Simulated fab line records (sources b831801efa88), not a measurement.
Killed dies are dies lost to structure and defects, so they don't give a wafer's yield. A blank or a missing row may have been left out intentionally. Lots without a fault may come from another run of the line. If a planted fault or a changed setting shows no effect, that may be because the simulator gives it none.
Which tool did it? || flow sky130 || Sampling: 13 lots, 39 wafers, 4 of 708 route steps

WHAT EACH GAUGE READ, for each wafer
SKY_LDD_P_OVL_MEAS_08. Usual: LDD_P_OVL typically reads -0.9 nm, with standard deviation 1.6.
{"lot": "L328", "measured": "day 19 19:28", "on": "overlay-01", "LDD_P_OVL (nm)": "-2.8 -2.3 -1.8", "flag": ""}
{"lot": "L330", "measured": "day 20 10:50", "on": "overlay-01", "LDD_P_OVL (nm)": "-1.1 1.0 0.9", "flag": ""}
{"lot": "L333", "measured": "day 21 20:03", "on": "overlay-02", "LDD_P_OVL (nm)": "0.2 -2.1 -1.4", "flag": ""}
{"lot": "L335", "measured": "day 23 11:49", "on": "overlay-02", "LDD_P_OVL (nm)": "-4.3 -4.0 -2.0", "flag": ""}
{"lot": "L336", "measured": "day 23 16:25", "on": "overlay-01", "LDD_P_OVL (nm)": "0.2 1.1 -0.5", "flag": ""}
{"lot": "L337", "measured": "day 23 19:38", "on": "overlay-02", "LDD_P_OVL (nm)": "0.0 1.3 0.7", "flag": ""}
{"lot": "L339", "measured": "day 24 03:19", "on": "overlay-02", "LDD_P_OVL (nm)": "-2.4 0.1 -1.7", "flag": ""}
{"lot": "L342", "measured": "day 25 01:12", "on": "overlay-02", "LDD_P_OVL (nm)": "0.2 -2.3 1.5", "flag": ""}
{"lot": "L344", "measured": "day 25 17:45", "on": "overlay-02", "LDD_P_OVL (nm)": "1.2 1.0 2.1", "flag": ""}
{"lot": "L346", "measured": "day 26 03:44", "on": "overlay-01", "LDD_P_OVL (nm)": "-1.5 -1.1 -3.5", "flag": ""}
{"lot": "L348", "measured": "day 27 03:30", "on": "overlay-01", "LDD_P_OVL (nm)": "0.7 2.4 3.9", "flag": ""}
{"lot": "L349", "measured": "day 27 08:07", "on": "overlay-01", "LDD_P_OVL (nm)": "-0.4 -0.7 -1.3", "flag": ""}
{"lot": "L350", "measured": "day 27 16:54", "on": "overlay-01", "LDD_P_OVL (nm)": "-0.2 -1.2 -0.2", "flag": ""}

SKY_LDD_HVN_OVL_MEAS_07. Usual: LDD_HVN_OVL typically reads 0.7 nm, with standard deviation 1.1.
{"lot": "L328", "measured": "day 21 02:30", "on": "overlay-02", "LDD_HVN_OVL (nm)": "1.0 0.7 2.3", "flag": ""}
{"lot": "L330", "measured": "day 21 18:54", "on": "overlay-02", "LDD_HVN_OVL (nm)": "-0.8 1.8 -1.0", "flag": ""}
{"lot": "L333", "measured": "day 23 03:22", "on": "overlay-01", "LDD_HVN_OVL (nm)": "0.8 -0.4 -1.8", "flag": ""}
{"lot": "L335", "measured": "day 24 18:07", "on": "overlay-01", "LDD_HVN_OVL (nm)": "1.4 1.0 0.9", "flag": ""}
{"lot": "L336", "measured": "day 24 22:57", "on": "overlay-02", "LDD_HVN_OVL (nm)": "-0.1 0.7 0.9", "flag": ""}
{"lot": "L337", "measured": "day 25 02:18", "on": "overlay-02", "LDD_HVN_OVL (nm)": "0.6 0.7 -0.4", "flag": ""}
{"lot": "L339", "measured": "day 25 10:03", "on": "overlay-01", "LDD_HVN_OVL (nm)": "-0.3 0.6 -0.1", "flag": ""}
{"lot": "L342", "measured": "day 26 07:11", "on": "overlay-01", "LDD_HVN_OVL (nm)": "-1.6 -0.2 0.2", "flag": ""}
{"lot": "L344", "measured": "day 26 23:42", "on": "overlay-02", "LDD_HVN_OVL (nm)": "0.6 0.8 1.6", "flag": ""}
{"lot": "L346", "measured": "day 27 09:06", "on": "overlay-02", "LDD_HVN_OVL (nm)": "0.7 -0.6 -1.4", "flag": ""}
{"lot": "L348", "measured": "day 28 08:22", "on": "overlay-02", "LDD_HVN_OVL (nm)": "1.4 3.5 1.8", "flag": ""}
{"lot": "L349", "measured": "day 28 13:09", "on": "overlay-01", "LDD_HVN_OVL (nm)": "0.7 2.4 -0.7", "flag": ""}
{"lot": "L350", "measured": "day 28 22:25", "on": "overlay-02", "LDD_HVN_OVL (nm)": "0.9 -0.4 0.8", "flag": ""}

SKY_SD_P_CD_MEAS_07 targets a cd of 380 nm. Usual: cd-nm reads 379.9 nm (standard deviation 2.9).
{"lot": "L328", "measured": "day 26 08:30", "on": "cd-sem-02", "cd-nm (nm)": "382.2 381.3 381.3", "flag": ""}
{"lot": "L330", "measured": "day 26 23:55", "on": "cd-sem-01", "cd-nm (nm)": "383.6 381.6 382.9", "flag": ""}
{"lot": "L333", "measured": "day 28 04:05", "on": "cd-sem-02", "cd-nm (nm)": "385.4 385.1 384.0", "flag": ""}
{"lot": "L335", "measured": "day 29 18:36", "on": "cd-sem-02", "cd-nm (nm)": "382.1 380.5 381.9", "flag": ""}
{"lot": "L336", "measured": "day 30 01:07", "on": "cd-sem-01", "cd-nm (nm)": "377.8 377.5 375.5", "flag": ""}
{"lot": "L337", "measured": "day 30 04:58", "on": "cd-sem-02", "cd-nm (nm)": "379.4 379.8 379.6", "flag": ""}
{"lot": "L339", "measured": "day 30 09:31", "on": "cd-sem-02", "cd-nm (nm)": "374.9 375.1 375.8", "flag": ""}
{"lot": "L342", "measured": "day 31 07:26", "on": "cd-sem-01", "cd-nm (nm)": "377.7 377.0 377.5", "flag": ""}
{"lot": "L348", "measured": "day 33 01:58", "on": "cd-sem-02", "cd-nm (nm)": "378.2 381.2 379.1", "flag": ""}
{"lot": "L349", "measured": "day 33 05:58", "on": "cd-sem-02", "cd-nm (nm)": "380.9 381.2 380.6", "flag": ""}
{"lot": "L350", "measured": "day 33 14:39", "on": "cd-sem-01", "cd-nm (nm)": "379.3 378.2 376.1", "flag": ""}

WHAT TOOL EACH LOT RAN ON (gives the tool, then ch and the chambers of the sampled wafers, and finally the start)
{"lot": "L328", "SKY_LDD_LDN_STRIP_12": "plasma-asher-03 ch 0,1, day 23 18:04"}
{"lot": "L330", "SKY_LDD_LDN_STRIP_12": "plasma-asher-04 ch 0,1, day 24 09:20"}
{"lot": "L333", "SKY_LDD_LDN_STRIP_12": "plasma-asher-03 ch 0,1, day 25 16:42"}
{"lot": "L335", "SKY_LDD_LDN_STRIP_12": "plasma-asher-02 ch 0,1, day 27 06:47"}
{"lot": "L336", "SKY_LDD_LDN_STRIP_12": "plasma-asher-04 ch 0,1, day 27 12:04"}
{"lot": "L337", "SKY_LDD_LDN_STRIP_12": "plasma-asher-02 ch 0,1, day 27 15:11"}
{"lot": "L339", "SKY_LDD_LDN_STRIP_12": "plasma-asher-04 ch 0,1, day 27 21:31"}
{"lot": "L342", "SKY_LDD_LDN_STRIP_12": "plasma-asher-02 ch 0,1, day 28 19:05"}
{"lot": "L344", "SKY_LDD_LDN_STRIP_12": "plasma-asher-02 ch 0,1, day 29 10:19"}
{"lot": "L346", "SKY_LDD_LDN_STRIP_12": "plasma-asher-04 ch 0,1, day 29 20:14"}
{"lot": "L348", "SKY_LDD_LDN_STRIP_12": "plasma-asher-03 ch 0,1, day 30 19:08"}
{"lot": "L349", "SKY_LDD_LDN_STRIP_12": "plasma-asher-04 ch 0,1, day 30 23:14"}
{"lot": "L350", "SKY_LDD_LDN_STRIP_12": "plasma-asher-02 ch 0,1, day 31 08:46"}
- SKY_LDD_LDN_STRIP_12: strips in O2/N2.

AS READ BY THE TOOLS THEMSELVES (means over the sampled wafers that have a number; for cases with no such wafer, the mark the record gives instead)
SKY_LDD_LDN_STRIP_12. Usual: chamber-pressure-mTorr 1500.1 mTorr, standard deviation 1.4; drypump-motor-current-A 6.0 A, standard deviation 0.54; n2-flow-sccm 300.0 sccm, standard deviation 0.83; oes-product-au 0.716 a.u., standard deviation 0.0047; strip-time-to-endpoint-s 14.19 s, standard deviation 0.037.
{"lot": "L328", "tool": "plasma-asher-03", "chamber-pressure-mTorr (mTorr)": 1501.7, "drypump-motor-current-A (A)": 6.0, "n2-flow-sccm (sccm)": 299.8, "oes-product-au (a.u.)": 0.714, "strip-time-to-endpoint-s (s)": 14.13, "flag": ""}
{"lot": "L330", "tool": "plasma-asher-04", "chamber-pressure-mTorr (mTorr)": 1500.2, "drypump-motor-current-A (A)": 6.2, "n2-flow-sccm (sccm)": 300.1, "oes-product-au (a.u.)": 0.716, "strip-time-to-endpoint-s (s)": 14.19, "flag": ""}
{"lot": "L333", "tool": "plasma-asher-03", "chamber-pressure-mTorr (mTorr)": 1501.3, "drypump-motor-current-A (A)": 6.0, "n2-flow-sccm (sccm)": 300.2, "oes-product-au (a.u.)": 0.719, "strip-time-to-endpoint-s (s)": 14.23, "flag": ""}
{"lot": "L335", "tool": "plasma-asher-02", "chamber-pressure-mTorr (mTorr)": 1499.6, "drypump-motor-current-A (A)": 5.6, "n2-flow-sccm (sccm)": 299.8, "oes-product-au (a.u.)": 0.721, "strip-time-to-endpoint-s (s)": 14.24, "flag": ""}
{"lot": "L336", "tool": "plasma-asher-04", "chamber-pressure-mTorr (mTorr)": 1499.3, "drypump-motor-current-A (A)": 6.2, "n2-flow-sccm (sccm)": 300.2, "oes-product-au (a.u.)": 0.714, "strip-time-to-endpoint-s (s)": 14.17, "flag": ""}
{"lot": "L337", "tool": "plasma-asher-02", "chamber-pressure-mTorr (mTorr)": 1500.7, "drypump-motor-current-A (A)": 5.6, "n2-flow-sccm (sccm)": 299.2, "oes-product-au (a.u.)": 0.720, "strip-time-to-endpoint-s (s)": 14.16, "flag": ""}
{"lot": "L339", "tool": "plasma-asher-04", "chamber-pressure-mTorr (mTorr)": 1500.3, "drypump-motor-current-A (A)": 6.2, "n2-flow-sccm (sccm)": 299.5, "oes-product-au (a.u.)": 0.714, "strip-time-to-endpoint-s (s)": 14.21, "flag": ""}
{"lot": "L342", "tool": "plasma-asher-02", "chamber-pressure-mTorr (mTorr)": 1498.6, "drypump-motor-current-A (A)": 6.1, "n2-flow-sccm (sccm)": 300.0, "oes-product-au (a.u.)": 0.720, "strip-time-to-endpoint-s (s)": 14.23, "flag": ""}
{"lot": "L344", "tool": "plasma-asher-02", "chamber-pressure-mTorr (mTorr)": "-", "drypump-motor-current-A (A)": "-", "n2-flow-sccm (sccm)": "-", "oes-product-au (a.u.)": "-", "strip-time-to-endpoint-s (s)": "-", "flag": "OFF"}
{"lot": "L346", "tool": "plasma-asher-04", "chamber-pressure-mTorr (mTorr)": "-", "drypump-motor-current-A (A)": "-", "n2-flow-sccm (sccm)": "-", "oes-product-au (a.u.)": "-", "strip-time-to-endpoint-s (s)": "-", "flag": "OFF"}
{"lot": "L348", "tool": "plasma-asher-03", "chamber-pressure-mTorr (mTorr)": 1500.6, "drypump-motor-current-A (A)": 6.0, "n2-flow-sccm (sccm)": 300.1, "oes-product-au (a.u.)": 0.713, "strip-time-to-endpoint-s (s)": 14.16, "flag": ""}
{"lot": "L349", "tool": "plasma-asher-04", "chamber-pressure-mTorr (mTorr)": 1500.3, "drypump-motor-current-A (A)": 6.2, "n2-flow-sccm (sccm)": 300.0, "oes-product-au (a.u.)": 0.715, "strip-time-to-endpoint-s (s)": 14.21, "flag": ""}
{"lot": "L350", "tool": "plasma-asher-02", "chamber-pressure-mTorr (mTorr)": 1499.6, "drypump-motor-current-A (A)": 5.6, "n2-flow-sccm (sccm)": 299.5, "oes-product-au (a.u.)": 0.715, "strip-time-to-endpoint-s (s)": 14.14, "flag": ""}

THE ANSWER, worked out from the rows above alone
Rule: a lot counts as off when the mean over its wafers that have a number is more than 3 standard deviations away from the usual mean. A lot without any number at a reading at which 4 lots or more have one is off too. All remaining lots with rows at the step are treated as sound. The gauges are gone through in route order, then the tools' own readings, and for those a lot's mean is taken as printed above. The first step at which some lot is off is used, and at that step the reading that is off furthest; a lot without a number counts as furthest.
Off, at SKY_LDD_LDN_STRIP_12 on chamber-pressure-mTorr: L344, L346. Without a number there: L344, L346.
A tool fits if, at that step or a process step before it, it ran every lot that is off, and no sound lot after the first of them. Not one of the candidates tried fits.

WHAT HAD BEEN PUT IN BY THE SIMULATOR
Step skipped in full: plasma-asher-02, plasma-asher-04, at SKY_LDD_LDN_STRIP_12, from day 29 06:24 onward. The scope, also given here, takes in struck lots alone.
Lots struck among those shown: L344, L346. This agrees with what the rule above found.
